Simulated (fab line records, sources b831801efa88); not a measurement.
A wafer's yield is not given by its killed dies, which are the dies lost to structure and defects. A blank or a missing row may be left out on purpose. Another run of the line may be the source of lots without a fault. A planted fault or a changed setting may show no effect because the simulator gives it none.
Which tool did it?	flow gf180mcu	Sampling: 14 lots, 42 wafers, 2 of 602 route steps

WHAT THE GAUGES SHOWED, per wafer
GF_STI_THK_MEAS_22. Usual: STI_OXIDATION_01_THK typically reads 15.0 nm, with standard deviation 0.35.
lot	measured	on	STI_OXIDATION_01_THK (nm)	flag
L895	day 2 12:11	film_metro-03	15.5 15.5 15.4	
L897	day 2 19:56	film_metro-04	14.7 14.8 15.1	
L901	day 3 16:26	film_metro-01	15.0 14.9 15.0	
L902	day 3 20:37	film_metro-04	15.1 15.0 15.0	
L903	day 4 01:41	film_metro-03	15.4 15.3 15.2	
L904	day 4 06:43	film_metro-04	15.1 14.9 15.0	
L909	day 5 08:03	film_metro-03	14.4 14.5 14.6	
L910	day 5 13:56	film_metro-03	15.2 15.2 15.3	
L911	day 5 18:48	film_metro-04	14.6 14.8 14.5	
L913	day 6 05:02	film_metro-04	15.2 14.7 14.9	
L914	day 6 09:56	film_metro-04	14.9 14.7 14.4	
L915	day 6 15:06	film_metro-04	14.9 15.2 15.1	
L916	day 6 20:21	film_metro-04	14.9 15.1 14.9	
L917	day 7 01:08	film_metro-01	15.7 15.4 15.7	

GF_HV_LDD_OVL_MEAS_08. Usual: HV_LDD_OVL typically reads 0.0 nm, with standard deviation 1.2.
lot	measured	on	HV_LDD_OVL (nm)	flag
L895	day 10 11:58	overlay-01	0.8 -0.6 0.7	
L897	day 10 21:43	overlay-02	-0.4 -0.4 -0.8	
L901	day 12 02:40	overlay-02	-0.2 0.4 0.0	
L902	day 12 08:37	overlay-02	0.1 0.0 0.3	
L903	day 12 16:13	overlay-02	-0.2 0.1 -2.2	
L904	day 12 20:35	overlay-01	0.5 -0.2 -0.9	
L909	day 14 11:55	overlay-01	1.7 0.7 1.4	
L910	day 14 21:33	overlay-02	-0.4 -0.8 -1.0	
L911	day 15 03:04	overlay-02	1.0 0.3 0.8	
L913	day 15 21:46	overlay-01	-1.8 -2.1 -1.8	
L914	day 16 01:25	overlay-01	-1.1 -0.9 -0.9	
L915	day 16 09:34	overlay-01	0.3 -0.2 1.0	
L916	day 16 15:25	overlay-01	0.6 -0.7 0.7	
L917	day 16 22:19	overlay-01	4.6 1.6 1.2	

TOOL THAT RAN EACH LOT (tool first, then ch and the chambers of the sampled wafers, then the start)
No process step before these readings appears in the record.

AS READ BY THE TOOLS THEMSELVES (means over the sampled wafers that have a number; for cases with no such wafer, the mark the record gives instead)
The record holds no such reading with a usual standard deviation.

THE ANSWER, worked out from the rows above alone
Rule: a lot is off if the mean of its wafers that have a number lies more than 3 standard deviations from the usual mean. Also off: a lot with no number at a reading for which 4 or more lots have one. Where the step has rows for the other lots, those lots are counted as sound. Order of review: gauges by route order, followed by the tools' own readings, for which a lot's mean as printed above is used. At the first step where some lot is off, the reading lying furthest off is the one used; lots without a number count as furthest.
Across all readings shown, no lot is off: no conclusion can be drawn from this.

WHAT WAS PUT IN BY THE SIMULATOR
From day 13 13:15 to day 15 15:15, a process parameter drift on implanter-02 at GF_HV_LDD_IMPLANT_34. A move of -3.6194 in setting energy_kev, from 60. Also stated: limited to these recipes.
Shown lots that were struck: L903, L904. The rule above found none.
